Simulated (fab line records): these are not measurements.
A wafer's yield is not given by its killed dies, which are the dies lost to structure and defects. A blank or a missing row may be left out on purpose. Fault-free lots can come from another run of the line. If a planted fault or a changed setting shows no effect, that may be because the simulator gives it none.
Which tool did it? ; flow gf180mcu ; 11 lots, 33 wafers sampled, at 5 steps of a route of 602

## WHAT EACH GAUGE READ, for each wafer
GF_M3_OVL_MEAS_15. Usual: M3_OVL gives -1 nm (standard deviation 5.7).
lot;measured;on;M3_OVL (nm);flag
L507;day 21 06:58;overlay-01;2 0 -3;
L508;day 21 23:23;overlay-01;0 -9 -10;
L510;day 22 17:04;overlay-01;-3 -10 -7;
L511;day 23 07:43;overlay-01;2 -2 -5;
L512;day 23 12:23;overlay-01;-2 -3 -2;
L513;day 23 16:46;overlay-02;7 -1 1;
L517;day 25 02:45;overlay-02;8 8 -4;
L518;day 25 06:00;overlay-01;3 8 4;
L525;day 27 14:14;overlay-02;2 -3 4;
L528;day 28 07:07;overlay-01;-5 -4 -7;
L529;day 28 16:34;overlay-02;5 4 3;

GF_V3_THK_MEAS_01. Usual: V3_CVD_00_THK gives 602 nm (standard deviation 5).
lot;measured;on;V3_CVD_00_THK (nm);flag
L507;day 21 07:44;film metro-04;613 610 600;
L508;day 22 00:13;film metro-01;601 600 598;
L510;day 22 17:53;film metro-02;598 600 609;
L511;day 23 08:30;film metro-01;598 602 604;
L512;day 23 13:17;film metro-02;602 609 604;
L513;day 23 17:41;film metro-04;602 612 605;
L517;day 25 03:52;film metro-02;608 602 602;
L518;day 25 07:07;film metro-01;597 606 610;
L525;day 27 15:00;film metro-01;597 592 598;
L528;day 28 07:53;film metro-01;601 596 605;
L529;day 28 17:20;film metro-01;593 598 596;

GF_V3_RS_MEAS_24: a four-point-probe measurement. Usual: V3_W_RS gives 0.330 ohm/sq (standard deviation 0.0042).
lot;measured;on;V3_W_RS (ohm/sq);flag
L507;day 22 08:28;film metro-01;0.331 0.333 0.334;
L508;day 23 01:46;film metro-04;0.324 0.331 0.330;
L510;day 23 17:58;film metro-01;0.332 0.322 0.324;
L511;day 24 08:56;film metro-04;0.333 0.332 0.328;
L512;day 24 13:07;film metro-04;0.329 0.325 0.330;
L513;day 24 17:15;film metro-01;0.328 0.327 0.330;
L517;day 26 02:23;film metro-01;0.328 0.328 0.325;
L518;day 26 05:45;film metro-04;0.324 0.324 0.326;
L525;day 28 12:23;film metro-02;0.330 0.332 0.191;OFF
L528;day 29 04:52;film metro-04;0.194 0.342 0.192;OFF
L529;day 29 13:40;film metro-02;0.326 0.326 0.322;

GF_V3_THK_MEAS_25: measures by xrf. Usual: V3_W_THK gives 342 nm (standard deviation 5.1).
lot;measured;on;V3_W_THK (nm);flag
L507;day 22 08:35;film metro-01;338 337 333;
L508;day 23 01:52;film metro-04;354 346 347;
L510;day 23 18:05;film metro-01;339 349 345;
L511;day 24 09:03;film metro-04;341 340 343;
L512;day 24 13:13;film metro-04;343 348 341;
L513;day 24 17:22;film metro-01;341 342 341;
L517;day 26 02:30;film metro-01;340 341 343;
L518;day 26 05:52;film metro-04;352 350 350;
L525;day 28 12:30;film metro-02;342 340 -;
L528;day 29 04:59;film metro-04;- 335 -;
L529;day 29 13:47;film metro-02;348 347 350;

## TOOL THAT RAN EACH LOT (tool first, then ch and the chambers of the sampled wafers, then the start)
lot;GF_V3_CVD_23
L507;cvd w-02 ch 0,1, day 22 08:21
L508;cvd w-02 ch 0,1, day 23 01:39
L510;cvd w-01 ch 0,1, day 23 17:51
L511;cvd w-01 ch 0,1, day 24 08:48
L512;cvd w-02 ch 0,1, day 24 12:59
L513;cvd w-01 ch 1, day 24 17:07
L517;cvd w-01 ch 0,1, day 26 02:16
L518;cvd w-01 ch 1, day 26 05:31
L525;cvd w-02 ch 0,1, day 28 12:16
L528;cvd w-02 ch 0,1, day 29 04:45
L529;cvd w-01 ch 0,1, day 29 13:33
- GF_V3_CVD_23: deposits W, target thk 350 nm, time 104.9 s.

## WHAT THE TOOLS THEMSELVES READ (means of the sampled wafers that have a number; where no wafer has one, the mark that the record gives instead)
GF_V3_CVD_23. Usual: heater power w at 871 W, with a standard deviation of 27.
lot;tool;heater power w (W);flag
L507;cvd w-02;882;
L508;cvd w-02;890;
L510;cvd w-01;852;
L511;cvd w-01;879;
L512;cvd w-02;864;
L513;cvd w-01;865;
L517;cvd w-01;884;
L518;cvd w-01;870;
L525;cvd w-02;901;
L528;cvd w-02;871;
L529;cvd w-01;858;

## THE ANSWER, worked out from the rows above alone
Rule: lot off if the mean of its wafers having a number is beyond 3 standard deviations from the usual mean. A lot without any number at a reading at which 4 lots or more have one is off too. Where the step has rows for the other lots, those lots are counted as sound. The gauges are gone through in route order, then the tools' own readings, and for those a lot's mean is taken as printed above. The first step at which some lot is off is used, and at that step the reading that is off furthest; a lot without a number counts as furthest.
Off: L525, L528, seen at GF_V3_RS_MEAS_24 (V3_W_RS).
If a tool, at a process step before that reading, ran all the lots that are off and no sound lot after the first of them, it fits. The gauges at GF_V3_RS_MEAS_24 are tried like those tools. One candidate fits, namely cvd w-02 at GF_V3_CVD_23. Its last sound lot is L512 (day 24 12:59), its first lot that is off L525 (day 28 12:16): a fault that began between those two fits.

## WHAT THE SIMULATOR HAD PUT IN
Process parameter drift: cvd w-02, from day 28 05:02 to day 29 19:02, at GF_V3_CVD_23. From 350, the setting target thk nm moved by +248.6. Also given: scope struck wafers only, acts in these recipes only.
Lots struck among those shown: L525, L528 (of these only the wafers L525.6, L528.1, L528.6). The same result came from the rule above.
